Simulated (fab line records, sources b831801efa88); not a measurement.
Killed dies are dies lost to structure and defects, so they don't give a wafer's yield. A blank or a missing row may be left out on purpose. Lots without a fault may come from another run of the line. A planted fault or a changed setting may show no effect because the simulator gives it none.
Which tool did it? | flow sky130 | 7 lots, 21 wafers sampled, at 1 step of a route of 708

WHAT THE GAUGES READ, wafer by wafer
SKY_VIA2_RS_MEAS_22: measures by four-point-probe.
lot  | measured     | on            | VIA2_W_RS (ohm/sq)
L278 | day 37 19:24 | film_metro-01 | 0.277 0.274 0.272
L282 | day 41 02:48 | film_metro-01 | 0.271 0.276 0.268
L288 | day 41 07:22 | film_metro-03 | 0.273 0.272 0.269
L289 | day 41 09:38 | film_metro-02 | 0.274 0.269 0.270
L292 | day 41 11:20 | film_metro-03 | 0.277 0.276 0.275
L295 | day 41 20:10 | film_metro-01 | 0.276 0.277 0.274
L297 | day 42 01:27 | film_metro-02 | 0.265 0.274 0.269

WHICH TOOL RAN EACH LOT (tool, then ch and the chambers of the sampled wafers, then the start)
The record holds no process step before these readings.

THE ANSWER, worked out from the rows above alone
Rule: what is usual is taken from the lots themselves. Put in order of their means at a reading, lots are off if they are a third of the lots or fewer, leave a main group of 4 or more, and stand apart from it by a gap of 3 or more times the standard deviation of the main group's means; of several such gaps the widest counts. A main group whose means are all the same, to the digits that the tables above print for the reading, isn't used. A lot without any number at a reading at which 4 lots or more have one is off too. The other lots that the step has rows for count as sound.
No lot is off at any reading shown: from this, nothing can be told.

WHAT THE SIMULATOR HAD PUT IN
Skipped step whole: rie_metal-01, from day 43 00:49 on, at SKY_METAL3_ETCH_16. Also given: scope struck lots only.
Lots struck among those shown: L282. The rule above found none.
